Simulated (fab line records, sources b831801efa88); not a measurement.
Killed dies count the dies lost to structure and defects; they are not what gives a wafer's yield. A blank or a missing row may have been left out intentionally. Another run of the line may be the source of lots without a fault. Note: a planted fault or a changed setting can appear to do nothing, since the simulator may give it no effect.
2 desks, one fault :: flow gf180mcu :: what lay behind the numbers comes last; until then each desk has only its own

== THE METROLOGY DESK ==
What the gauges read for every lot (on any tool): the sampled wafers with a number, averaged. A lot is out of limits, marked OUT, if its mean lies more than 4 standard deviations from the usual mean; the brackets give that distance.
Columns: A = V1_OVL at GF_V1_OVL_MEAS_15, usual 1 nm; B = M2_ALCU_RS at GF_M2_RS_MEAS_05, usual 0.0691 ohm/sq; C = M2_ALCU_THK at GF_M2_THK_MEAS_06, usual 454 nm
lot: L696
first seen here: day 17 13:54
A: -3
B: 0.0699
C: 451

lot: L697
first seen here: day 18 22:55
A: -0
B: 0.0690
C: 454

lot: L698
first seen here: day 19 15:20
A: 2
B: 0.0699
C: 447

lot: L699
first seen here: day 19 16:57
A: 1
B: 0.0701
C: 447

lot: L704
first seen here: day 21 15:25
A: 5
B: 0.0741 (+5.2) OUT
C: 420 (-4.5) OUT

lot: L709
first seen here: day 23 00:46
A: -0
B: 0.0723
C: 438

lot: L708
first seen here: day 23 04:52
A: -6
B: 0.0739 (+4.9) OUT
C: 425

lot: L712
first seen here: day 24 05:42
A: -1
B: 0.0675
C: 461

lot: L713
first seen here: day 24 10:23
A: -2
B: 0.0693
C: 450

lot: L716
first seen here: day 25 08:53
A: 10
B: 0.0685
C: 457

lot: L717
first seen here: day 25 20:48
A: -8
B: 0.0695
C: 448

lot: L719
first seen here: day 26 03:54
A: 3
B: 0.0697
C: 450
This desk's finding: out of limits on L704, L708; first on L704, day 21 17:07 (M2_ALCU_RS at GF_M2_RS_MEAS_05). Within limits: L696, L697, L698, L699, L709, L712, L713, L716, L717, L719.

== TOOL OWNER'S DESK, pvd sputter-01 ==
The tool's own readings at GF_M2_SPUTTER_02 (material AlCu, target thk 450 nm, time 23.9 s): means of the sampled wafers that have a number, for each lot that ran on this tool. A lot is out of limits, marked OUT, if its mean lies more than 4 standard deviations from the usual mean; the brackets give that distance.
Columns: A = chamber pressure pa at GF_M2_SPUTTER_02, usual 0.4000 Pa; B = throttle valve pct at GF_M2_SPUTTER_02, usual 29.5 %
lot: L697
first seen here: day 19 00:29
A: 0.4004
B: 29.2

lot: L698
first seen here: day 19 16:52
A: 0.4008
B: 29.8

lot: L704
first seen here: day 21 16:58
A: 0.3998
B: 29.5

lot: L709
first seen here: day 23 02:17
A: 0.4004
B: 29.4

lot: L708
first seen here: day 23 06:25
A: 0.3995
B: 29.7

lot: L717
first seen here: day 25 22:22
A: 0.3993
B: 29.6
This desk's finding: nothing out of limits on any of the 6 lots.

== ALL TOGETHER ==
Metrology desk: alarm possible at day 21 17:07 on L704, L708.
The desk of the tool owner found nothing out of limits.
Tool owner's desk: L704, L708 on record, inside its limits.
Of the lots named, all ran GF_M2_SPUTTER_02 on pvd sputter-01.

== WHAT THE SIMULATOR PUT IN ==
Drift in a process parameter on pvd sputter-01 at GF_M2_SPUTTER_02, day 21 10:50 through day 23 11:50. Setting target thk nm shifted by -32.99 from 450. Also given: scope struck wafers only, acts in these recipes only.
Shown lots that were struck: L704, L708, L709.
Delay in hours, fault start to first out-of-limits reading, per desk: metrology desk 6.
